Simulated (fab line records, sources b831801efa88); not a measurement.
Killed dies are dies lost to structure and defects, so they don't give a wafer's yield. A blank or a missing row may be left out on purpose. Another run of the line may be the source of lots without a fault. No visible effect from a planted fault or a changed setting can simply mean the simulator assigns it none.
Which tool is to blame?    flow sky130    12 lots with 36 wafers sampled at 3 steps, on a route of 708 steps

== WHAT THE GAUGES READ, wafer by wafer ==
SKY_CONTACT_BOW_MEAS_05. Usual: CONTACT_BOW typically reads 83 um, with standard deviation 6.7.
lot   measured      on             CONTACT_BOW (um)  flag
L236  day 30 19:11  film-metro-02  89 84 80          
L237  day 31 06:43  film-metro-04  85 89 83          
L239  day 31 19:57  film-metro-02  81 72 76          
L242  day 33 09:11  film-metro-04  99 92 90          
L243  day 33 12:29  film-metro-02  82 86 78          
L248  day 34 23:09  film-metro-01  78 67 87          
L251  day 35 23:16  film-metro-04  76 95 68          
L252  day 36 06:15  film-metro-02  98 78 84          
L254  day 37 01:15  film-metro-04  75 75 94          
L256  day 38 01:04  film-metro-02  83 82 80          
L257  day 38 03:07  film-metro-02  86 90 84          
L258  day 38 12:50  film-metro-04  91 73 94          

SKY_CONTACT_CD_MEAS_14: target cd 170 nm. Usual: cd-nm reads 170.5 nm (standard deviation 1.4).
lot   measured      on         cd-nm (nm)         flag
L236  day 31 23:14  cd-sem-01  170.4 170.5 170.2  
L237  day 32 10:52  cd-sem-02  171.9 171.3 171.3  
L239  day 33 00:17  cd-sem-02  171.7 170.0 171.2  
L242  day 34 12:10  cd-sem-01  168.5 168.6 169.4  
L243  day 34 15:56  cd-sem-02  169.5 170.8 170.3  
L248  day 36 02:22  cd-sem-01  169.3 169.7 169.3  
L251  day 37 01:55  cd-sem-02  172.9 173.0 171.8  
L252  day 37 09:16  cd-sem-02  172.5 172.5 171.3  
L254  day 38 03:29  cd-sem-02  170.0 170.0 168.8  
L256  day 39 02:55  cd-sem-02  168.8 167.8 169.1  
L257  day 39 05:19  cd-sem-01  170.7 169.8 171.1  
L258  day 39 14:01  cd-sem-01  168.7 169.7 169.2  

== TOOL THAT RAN EACH LOT (tool first, then ch and the chambers of the sampled wafers, then the start) ==
lot   SKY_CONTACT_CMP_04
L236  cmp-02 ch 0,1,3, day 30 18:52
L237  cmp-02 ch 1,2,3, day 31 06:28
L239  cmp-01 ch 0,3, day 31 19:38
L242  cmp-01 ch 1,2,3, day 33 08:56
L243  cmp-01 ch 1,3, day 33 12:10
L248  cmp-01 ch 0,2,3, day 34 22:51
L251  cmp-01 ch 0,2, day 35 23:01
L252  cmp-01 ch 0,1,3, day 36 06:00
L254  cmp-01 ch 0,1,3, day 37 00:59
L256  cmp-01 ch 1,3, day 38 00:46
L257  cmp-01 ch 0,1,3, day 38 02:50
L258  cmp-02 ch 0,1,3, day 38 12:34
- SKY_CONTACT_CMP_04: polishes SiO2.

== WHAT THE TOOLS THEMSELVES READ (means of the sampled wafers that have a number; where no wafer has one, the mark that the record gives instead) ==
SKY_CONTACT_CMP_04. Usual: motor-current-A 12.4 A, standard deviation 1.8; time-to-endpoint-s 84 s, standard deviation 4.
lot   tool    motor-current-A (A)  time-to-endpoint-s (s)  flag
L236  cmp-02  11.2                 84                      
L237  cmp-02  10.5                 82                      
L239  cmp-01  15.2                 85                      
L242  cmp-01  13.0                 81                      
L243  cmp-01  14.2                 77                      
L248  cmp-01  13.6                 78                      
L251  cmp-01  12.6                 83                      
L252  cmp-01  13.7                 81                      
L254  cmp-01  13.5                 87                      
L256  cmp-01  13.9                 87                      
L257  cmp-01  13.5                 85                      
L258  cmp-02  10.9                 83                      

== THE ANSWER, worked out from the rows above alone ==
Rule: a lot is off if the mean of its wafers that have a number lies more than 3 standard deviations from the usual mean. A lot without any number at a reading at which 4 lots or more have one is off too. Where the step has rows for the other lots, those lots are counted as sound. First the gauges in route order, then the tools' own readings, where a lot's mean is used as printed above. At the first step where some lot is off, the reading lying furthest off is the one used; lots without a number count as furthest.
No lot is off on any of the readings shown, so nothing can be concluded from this.

== WHAT THE SIMULATOR HAD INSERTED ==
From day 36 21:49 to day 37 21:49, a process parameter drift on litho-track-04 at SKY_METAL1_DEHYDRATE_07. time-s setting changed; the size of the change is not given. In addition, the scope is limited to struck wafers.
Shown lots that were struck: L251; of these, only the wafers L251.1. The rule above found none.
